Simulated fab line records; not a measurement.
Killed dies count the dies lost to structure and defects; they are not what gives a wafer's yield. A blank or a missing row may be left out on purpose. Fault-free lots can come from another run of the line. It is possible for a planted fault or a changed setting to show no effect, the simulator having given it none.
Split-lot trial / flow sfq-line / 5 lots, 16 wafers read, on a route of 325 steps

== ABOUT THE SPLIT ==
At SFQ_TRILAYER_M7_LITHO_COAT_182 (resist thk 62 nm), the setting resist-thk-nm was moved away from the recipe's 62 nm on 4 of the 16 wafers read, by -3.3% to -3.2%. This setting was run at the recipe's value on the other wafers.

== FROM THE SPLIT TO THE READING: what the file shows between them, 3 steps ==
- SFQ_TRILAYER_M7_LITHO_COAT_177: resist thk 600 nm
- SFQ_TRILAYER_M7_LITHO_SOFTBAKE_181
- SFQ_TRILAYER_M7_LITHO_DEVELOP_179: time 60 s

== THE READING ==
etch.depth-nm (the simulator's own value, which no gauge read), in nm, at SFQ_TRILAYER_M7_BARC_OPEN_METAL_ETCH_229 (etches BARC in O2, target depth 125 nm, time 41.7 s). The file gives no usual value for it. The 12 wafers here that ran the recipe average 62.02 nm, standard deviation 0.2 nm.

wafer=L078.1; tool, chamber at the split=litho-track-01, 0; resist-thk-nm as run, nm=62; against the recipe=recipe; etch.depth-nm, nm=62.27; against lot-mates on the recipe=-
wafer=L078.2; tool, chamber at the split=litho-track-01, 0; resist-thk-nm as run, nm=62; against the recipe=recipe; etch.depth-nm, nm=62.16; against lot-mates on the recipe=-
wafer=L078.3; tool, chamber at the split=litho-track-01, 0; resist-thk-nm as run, nm=62; against the recipe=recipe; etch.depth-nm, nm=62.16; against lot-mates on the recipe=-
wafer=L078.5; tool, chamber at the split=litho-track-01, 0; resist-thk-nm as run, nm=62; against the recipe=recipe; etch.depth-nm, nm=62.17; against lot-mates on the recipe=-
wafer=L078.6; tool, chamber at the split=litho-track-01, 0; resist-thk-nm as run, nm=62; against the recipe=recipe; etch.depth-nm, nm=62.17; against lot-mates on the recipe=-
wafer=L080.3; tool, chamber at the split=litho-track-02, 0; resist-thk-nm as run, nm=62; against the recipe=recipe; etch.depth-nm, nm=61.76; against lot-mates on the recipe=-
wafer=L080.4; tool, chamber at the split=litho-track-02, 0; resist-thk-nm as run, nm=62; against the recipe=recipe; etch.depth-nm, nm=61.87; against lot-mates on the recipe=-
wafer=L080.5; tool, chamber at the split=litho-track-02, 0; resist-thk-nm as run, nm=62; against the recipe=recipe; etch.depth-nm, nm=61.93; against lot-mates on the recipe=-
wafer=L082.2; tool, chamber at the split=litho-track-04, 0; resist-thk-nm as run, nm=60.01; against the recipe=-3.2%; etch.depth-nm, nm=60.01; against lot-mates on the recipe=-2.01
wafer=L082.5; tool, chamber at the split=litho-track-04, 0; resist-thk-nm as run, nm=60.01; against the recipe=-3.2%; etch.depth-nm, nm=60.06; against lot-mates on the recipe=-1.96
wafer=L082.6; tool, chamber at the split=litho-track-04, 0; resist-thk-nm as run, nm=62; against the recipe=recipe; etch.depth-nm, nm=62.02; against lot-mates on the recipe=-
wafer=L083.4; tool, chamber at the split=litho-track-04, 0; resist-thk-nm as run, nm=62; against the recipe=recipe; etch.depth-nm, nm=61.9; against lot-mates on the recipe=-
wafer=L083.6; tool, chamber at the split=litho-track-04, 0; resist-thk-nm as run, nm=62; against the recipe=recipe; etch.depth-nm, nm=61.62; against lot-mates on the recipe=-
wafer=L084.1; tool, chamber at the split=litho-track-02, 0; resist-thk-nm as run, nm=59.98; against the recipe=-3.3%; etch.depth-nm, nm=60.23; against lot-mates on the recipe=-1.99
wafer=L084.2; tool, chamber at the split=litho-track-02, 0; resist-thk-nm as run, nm=62; against the recipe=recipe; etch.depth-nm, nm=62.22; against lot-mates on the recipe=-
wafer=L084.4; tool, chamber at the split=litho-track-02, 0; resist-thk-nm as run, nm=59.98; against the recipe=-3.3%; etch.depth-nm, nm=60.17; against lot-mates on the recipe=-2.05

FIT RESULTS
A straight line over all 16 wafers: etch.depth-nm changes by +0.588 nm for each +1% of resist-thk-nm; r = +0.98; the points scatter about the line by 0.19 nm.
The same after taking each lot's own level away (the mean of its wafers on the recipe; 16 wafers): +0.619 nm for each +1%; r = +1.00; scatter 0.069 nm.
That fit puts the effect of the largest move of resist-thk-nm on the reading at 2 nm.
Across the lots, their own levels run from 61.760 to 62.220 nm, a range of 2.4 times the standard deviation given above.
So the lot-to-lot level changes the slope little: the two slopes agree.
Check: -2.03 nm against its lot-mates is what the line predicts for one of the wafers moved furthest among these (-3.3%) when that wafer is left out of the fit. It came out at -1.99 nm against them.

== OTHER SPLITS ON THESE WAFERS ==
Note: prior to the reading, these wafers also went through further splits. Each is held against what the fit with the lots' levels taken away leaves over:
other split on the same wafers=SFQ_TRILAYER_M6_LITHO_COAT_164 resist-thk-nm; wafers away from the commonest value=5; r with etch.depth-nm (lot level and that fit taken away)=+0.04
other split on the same wafers=SFQ_TRILAYER_I6_CMP_CMP_166 leave-above-ref-nm; wafers away from the commonest value=4; r with etch.depth-nm (lot level and that fit taken away)=-0.10
other split on the same wafers=SFQ_TRILAYER_I6_VIA_LITHO_PEB_172 peb-time-s; wafers away from the commonest value=2; r with etch.depth-nm (lot level and that fit taken away)=+0.12

== THE WHOLE CHAIN: every reading that the file lists as answering this split, in the file's order ==
step=SFQ_TRILAYER_M7_LITHO_COAT_182; what it does=resist thk 62 nm; reading=BARC_of_TRILAYER_M7_LITHO_COAT_182.thk-nm (the simulator's own value, which no gauge read); change (the file's fit)=+0.637 nm for each +1% of the setting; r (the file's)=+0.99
step=SFQ_TRILAYER_M7_BARC_OPEN_METAL_ETCH_229; what it does=etches BARC in O2, target depth 125 nm, time 41.7 s; reading=etch.depth-nm (the simulator's own value, which no gauge read); change (the file's fit)=+0.621 nm for each +1% of the setting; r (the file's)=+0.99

== THE FILE'S OWN FIT ==
etch.depth-nm changes by +0.621 nm for each +1% of resist-thk-nm, r = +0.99.
